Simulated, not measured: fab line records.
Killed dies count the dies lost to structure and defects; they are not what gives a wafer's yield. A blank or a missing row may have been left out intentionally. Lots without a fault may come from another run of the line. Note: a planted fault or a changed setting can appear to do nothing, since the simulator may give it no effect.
Problem report in the 8D (eight disciplines) form, filled by code :: flow sky130 :: the parts of the form that need people (team, actions taken, sign-off) are left out

1. WHAT WENT WRONG
Wafers free of any fault read 0.4 nm (standard deviation 1.6) for SD_P_OVL at SKY_SD_P_OVL_MEAS_08, against a mean of 56.4 nm on 9 wafers of 3 lots. Relative to the usual mean, that is a shift of +35 standard deviations.
Earliest sighting: wafer L409.1 on overlay-01 at day 31 01:02. Wafers with a number at this step in the record: 42, from 14 lots. The rule behind "out" and "out of limits": a value lying over 4 standard deviations away from the usual mean. Any other wafer with a number is counted as sound.

2. WHAT IT IS; WHAT IT IS NOT
question: which readings at this step
is: SD_P_OVL
is not: -

question: which lots
is: L409, L410, L411
is not: L393, L396, L397, L401, L402, L404, L405, L406, L408, L413, L415

question: which wafers of those lots
is: all that have a number
is not: -

question: read on which gauges
is: overlay-01
is not: overlay-02

question: when
is: from day 31 01:02
is not: up to then (27 sound wafers); but 6 sound wafers of L413, L415 came after

3. WHAT RULES OUT EACH SUSPECT
Counting: a tool at a process step up to the reading stays a suspect if it ran every lot that is out and no sound lot after the first of them.
- the gauge at SKY_SD_P_OVL_MEAS_08: kept. All the wafers that are out were read on overlay-01, and no step on other tools shows them out.
- ilineStepper-02 at SKY_SD_P_EXPOSE_04 (exposes mask PSDM, target cd 380 nm): kept. It ran every lot that is out, first L409 (day 30 12:02), and no sound lot after that; its last sound lot up to then is L404 (day 29 08:04).
The count leaves overlay-01 at SKY_SD_P_OVL_MEAS_08 and ilineStepper-02 at SKY_SD_P_EXPOSE_04.

4. THE CAUSE (what the simulator had put in)
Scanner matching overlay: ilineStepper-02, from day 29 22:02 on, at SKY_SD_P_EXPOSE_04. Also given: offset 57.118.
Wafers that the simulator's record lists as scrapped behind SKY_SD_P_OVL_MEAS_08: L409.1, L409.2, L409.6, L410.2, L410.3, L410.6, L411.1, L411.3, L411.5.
Counting left 2 suspects, and this tool is among them.

5. SEQUENCE OF EFFECTS, ordered by route
Each row: a reading whose mean over the struck wafers that have a number lies more than 3 standard deviations from the usual. Only readings for which the record gives a usual standard deviation are gone through. hours: the time from each lot's start at the first step in this table that gives one to its start at this step, as a median over the lots. sigmas: the change in usual standard deviations.
hours: 0
step: SKY_SD_P_OVL_MEAS_08
reading: SD_P_OVL
usual: 0.4 nm
on struck wafers: 56.4
change: +56.0
sigmas: +35

6. WHAT WOULD HAVE CAUGHT IT SOONER
The first out-of-limits reading at a measuring or inspecting step in this record came at day 31 01:02, 27 hours after the fault's start at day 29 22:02.
All the lots that are out (3) had begun SKY_SD_P_EXPOSE_04 on ilineStepper-02 by day 31 01:02. None of them would have been spared by holding the tool at that moment.
